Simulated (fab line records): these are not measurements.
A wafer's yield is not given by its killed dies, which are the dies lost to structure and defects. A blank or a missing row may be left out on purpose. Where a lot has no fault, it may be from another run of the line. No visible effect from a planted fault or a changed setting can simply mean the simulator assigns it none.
Which of the tools did it? | flow sky130 | 13 lots, 39 wafers sampled, at 3 steps of a route of 708

== WHAT EACH GAUGE READ, for each wafer ==
SKY_VIA1_OVL_MEAS_13.
lot  | measured     | on         | VIA1_OVL (nm)
L924 | day 33 13:27 | overlay-02 | 4 12 6
L925 | day 34 18:37 | overlay-01 | 8 3 7
L926 | day 35 09:15 | overlay-02 | 2 7 4
L927 | day 35 17:37 | overlay-02 | -3 1 -2
L929 | day 36 12:34 | overlay-02 | 6 0 5
L932 | day 36 20:01 | overlay-01 | 3 -3 9
L933 | day 36 16:13 | overlay-02 | 0 -4 6
L934 | day 37 10:01 | overlay-02 | -7 2 -12
L935 | day 37 12:09 | overlay-02 | -7 -19 -14
L938 | day 38 14:24 | overlay-02 | -7 1 4
L940 | day 38 20:19 | overlay-02 | 5 2 3
L943 | day 40 09:06 | overlay-02 | 11 7 2
L947 | day 41 05:41 | overlay-02 | 1 -13 -5

== EACH LOT AND THE TOOL THAT RAN IT (in order: tool; ch and the chambers of the sampled wafers; start) ==
lot  | SKY_PWDE_HMDS_01                 | SKY_METAL1_DESCUM_17
L924 | litho_track-03 ch 0, day 3 10:21 | rie_metal-03 ch 0,1, day 32 08:44
L925 | litho_track-03 ch 0, day 3 20:21 | rie_metal-03 ch 0,1, day 33 14:25
L926 | litho_track-03 ch 0, day 4 16:58 | rie_metal-04 ch 0,1, day 34 05:47
L927 | litho_track-02 ch 0, day 4 17:11 | rie_metal-01 ch 0, day 34 13:57
L929 | litho_track-02 ch 0, day 5 04:47 | rie_metal-01 ch 1, day 35 09:24
L932 | litho_track-04 ch 0, day 5 13:22 | rie_metal-01 ch 0,1, day 35 15:35
L933 | litho_track-02 ch 0, day 5 13:47 | rie_metal-04 ch 0,1, day 35 12:21
L934 | litho_track-03 ch 0, day 5 22:00 | rie_metal-03 ch 0,1, day 36 05:00
L935 | litho_track-03 ch 0, day 5 23:18 | rie_metal-01 ch 0,1, day 36 08:21
L938 | litho_track-04 ch 0, day 6 20:19 | rie_metal-04 ch 0, day 37 11:52
L940 | litho_track-02 ch 0, day 7 03:16 | rie_metal-04 ch 0, day 37 17:53
L943 | litho_track-02 ch 0, day 8 10:51 | rie_metal-03 ch 0,1, day 39 07:45
L947 | litho_track-02 ch 0, day 8 22:27 | rie_metal-01 ch 1, day 40 03:32
- SKY_PWDE_HMDS_01: prime time 60 s.
- SKY_METAL1_DESCUM_17: chemistry O2, time 8 s.

== AS READ BY THE TOOLS THEMSELVES (means over the sampled wafers that have a number; for cases with no such wafer, the mark the record gives instead) ==
SKY_PWDE_HMDS_01.
lot  | tool           | prime_temp_c (C)
L924 | litho_track-03 | 120.19
L925 | litho_track-03 | 119.91
L926 | litho_track-03 | 120.07
L927 | litho_track-02 | 120.02
L929 | litho_track-02 | 119.82
L932 | litho_track-04 | 120.06
L933 | litho_track-02 | 120.06
L934 | litho_track-03 | 124.01
L935 | litho_track-03 | 123.88
L938 | litho_track-04 | 120.07
L940 | litho_track-02 | 120.20
L943 | litho_track-02 | 120.30
L947 | litho_track-02 | 119.86

SKY_METAL1_DESCUM_17.
lot  | tool         | chamber_pressure_mTorr (mTorr) | drypump_motor_current_A (A) | oes_product_au (a.u.)
L924 | rie_metal-03 | 9.996                          | 5.4                         | 1.008
L925 | rie_metal-03 | 10.005                         | 5.4                         | 0.995
L926 | rie_metal-04 | 10.000                         | 5.6                         | 0.992
L927 | rie_metal-01 | 9.997                          | 6.3                         | 1.008
L929 | rie_metal-01 | 9.998                          | 6.5                         | 1.004
L932 | rie_metal-01 | 9.998                          | 6.4                         | 1.006
L933 | rie_metal-04 | 10.001                         | 5.6                         | 1.000
L934 | rie_metal-03 | 9.997                          | 5.3                         | 1.000
L935 | rie_metal-01 | 10.010                         | 6.4                         | 1.004
L938 | rie_metal-04 | 10.005                         | 5.6                         | 1.009
L940 | rie_metal-04 | 10.007                         | 5.6                         | 1.001
L943 | rie_metal-03 | 10.001                         | 5.3                         | 1.004
L947 | rie_metal-01 | 10.004                         | 6.5                         | 1.000

== THE ANSWER, worked out from the rows above alone ==
Rule: usual is defined by the lots themselves. The widest of any qualifying gaps counts: lots, ordered by their means at a reading, are off when they make up no more than a third of the lots, leave a main group of 4 or more, and stand apart from it by 3 or more times the standard deviation of that group's means. If all means in a main group match to the digits the tables above print for the reading, that group is not used. A lot without any number at a reading at which 4 lots or more have one is off too. Where the step has rows for the other lots, those lots are counted as sound. The gauges are gone through in route order, then the tools' own readings, and for those a lot's mean is taken as printed above. The first step at which some lot is off is used, and at that step the reading that is off furthest; a lot without a number counts as furthest.
Off at SKY_PWDE_HMDS_01 (prime_temp_c): L934, L935. The main group: mean 120.05 C, standard deviation 0.14.
A tool fits if, at that step or a process step before it, it ran every lot that is off, and no sound lot after the first of them. One fits: SKY_PWDE_HMDS_01 on litho_track-03. Its last sound lot is L926 (day 4 16:58), its first lot that is off L934 (day 5 22:00): a fault that began between those two fits.
On the lots that are off, the tool's own readings at SKY_PWDE_HMDS_01 differ by more than 5 times the standard deviation of the sound lots' means, which bears it out; prime_temp_c reads 123.94 C there versus 120.05 C on the sound lots.

== WHAT THE SIMULATOR HAD INSERTED ==
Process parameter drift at SKY_PWDE_HMDS_01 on litho_track-03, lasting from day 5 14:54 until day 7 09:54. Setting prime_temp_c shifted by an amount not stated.
Lots struck among those shown: L934, L935. The rule above found the same.
